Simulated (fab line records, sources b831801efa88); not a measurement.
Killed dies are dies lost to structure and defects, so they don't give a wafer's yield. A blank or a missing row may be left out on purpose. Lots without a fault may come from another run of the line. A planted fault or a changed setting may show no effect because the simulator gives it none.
A struck lot beside a sound one | flow sky130 | 22 steps out of a route of 708
Sound: wafers L973.1, L973.4, L973.6. Struck: wafers L992.1, L992.5, L992.6. The cause comes at the end.
At each step with rows: each side's tool, then ch and its chambers, then its first start. Under that, the readings that differ: sound wafers | struck wafers | difference of the means | sigmas: that difference in standard deviations of wafers without a fault.
alike: readings whose means differ by less than 2 such deviations, and words and numbers that are the same on both sides. not compared: withheld readings, readings that some wafer has no value for, bounds like >300 that may hide the same value, and numbers for which the record gives no deviation and whose values overlap.
The two part at a step that has a row with sigmas, a row that says differs or no value, or rows on one side only. Numbers that don't overlap but have no deviation are shown without sigmas and don't part them. A reading that every wafer of one side lacks parts them only if that side has two wafers or more.

SKY_LOCAL_INTERCONNECT_STRIP_15: strips in O2/N2.
  sound on plasma_asher-03 ch 0,1, day 30 09:14; struck on plasma_asher-01 ch 0,1, day 36 10:53
  alike: drypump_motor_current_A, oes_product_au, strip_time_to_endpoint_s
  not compared: rf_hours_counter_h
then, 3 steps without rows for these wafers: SKY_LOCAL_INTERCONNECT_STRIP_16 (strips in post etch residue remover, time 1200 s); SKY_LOCAL_INTERCONNECT_CLEAN_17 (cleans in IPA, time 180 s); SKY_LOCAL_INTERCONNECT_CLEAN_18 (cleans in O3/DIW).
SKY_CONTACT_CVD_00: deposits Si3N4, target thk 75 nm.
  sound on pecvd-03 ch 0,1,2, day 30 09:50; struck on pecvd-03 ch 1,2, day 36 11:30
  alike: heater_power_w
SKY_CONTACT_THK_MEAS_01:
  sound on film_metro-01, day 30 09:52; struck on film_metro-02, day 36 11:32
  alike: CONTACT_CVD_00_THK
then, 1 step without rows for these wafers: SKY_CONTACT_HDPCVD_02 (deposits SiO2, target thk 565 nm, time 94.2 s).
SKY_CONTACT_THK_MEAS_03:
  sound on film_metro-01, day 30 09:59; struck on film_metro-01, day 36 11:40
  alike: CONTACT_HDPCVD_THK
SKY_CONTACT_CMP_04: polishes SiO2.
  sound on cmp-01 ch 0,2,3, day 30 10:06; struck on cmp-01 ch 1,2,3, day 36 11:52
  alike: motor_current_A, retaining_ring_pressure_frac, time_to_endpoint_s
SKY_CONTACT_BOW_MEAS_05:
  sound on film_metro-04, day 30 10:21; struck on film_metro-04, day 36 12:01
  alike: CONTACT_BOW
then, 2 steps without rows for these wafers: SKY_CONTACT_DEHYDRATE_06 (time 60 s); SKY_CONTACT_HMDS_07 (prime time 60 s).
SKY_CONTACT_COAT_08: resist thk 60 nm.
  sound on litho_track-04 ch 0, day 31 00:31; struck on litho_track-04 ch 0, day 37 00:14
  reading              | sound                | struck               | difference | sigmas
  spin_speed_rpm (rpm) | 3000.2 2997.2 3001.4 | 2728.5 2736.0 2730.5 | -267.9     | -99 or more
  alike: exhaust_pa
then, 5 steps without rows for these wafers: SKY_CONTACT_COAT_09 (resist thk 450 nm); SKY_CONTACT_SOFTBAKE_10 (time 90 s); SKY_CONTACT_EXPOSE_11 (exposes mask CTM1, target cd 170 nm); SKY_CONTACT_PEB_12; SKY_CONTACT_DEVELOP_13 (develop time 60 s).
SKY_CONTACT_CD_MEAS_14: target cd 170 nm.
  sound on cd_sem-01, day 31 14:43; struck on cd_sem-01, day 37 13:11
  alike: cd_nm
SKY_CONTACT_OVL_MEAS_15:
  sound on overlay-01, day 31 14:50; struck on overlay-02, day 37 13:18
  alike: CONTACT_OVL
SKY_CONTACT_ETCH_16: etches BARC in N2/H2, stops on SiO2, time 45.9 s, target depth 60 nm.
  sound on rie_diel-04 ch 2,3, day 31 14:53; struck on rie_diel-03 ch 0,2,3, day 37 13:20
  reading                     | sound             | struck            | difference | sigmas
  drypump_motor_current_A (A) | 6.0 5.0 5.0       | 6.2 6.0 6.2       | +0.8       | +2
  oes_product_au (a.u.)       | 0.866 0.855 0.847 | 0.873 0.883 0.884 | +0.024     | +5
  model.etch.depth_nm (nm)    | 60.06 59.97 60.09 | 62.96 62.92 62.86 | +2.87      |
  alike: throttle_valve_pct
  not compared: rf_hours_counter_h
SKY_CONTACT_ETCH_17: etches SiO2 in C4F8/O2/Ar, stops on Si3N4, target depth 340 nm.
  sound on rie_diel-04 ch 2,3, day 31 14:55; struck on rie_diel-03 ch 0,2,3, day 37 13:23
  alike: oes_product_au

WHERE THEY PART
First at SKY_CONTACT_COAT_08; last, within this record, at SKY_CONTACT_ETCH_16. Later steps at which nothing parts them and some readings are alike: SKY_CONTACT_ETCH_17.

WHY: what the simulator had put in
Process parameter drift: litho_track-04, from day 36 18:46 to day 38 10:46, at SKY_CONTACT_COAT_08. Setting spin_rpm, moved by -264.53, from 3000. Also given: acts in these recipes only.
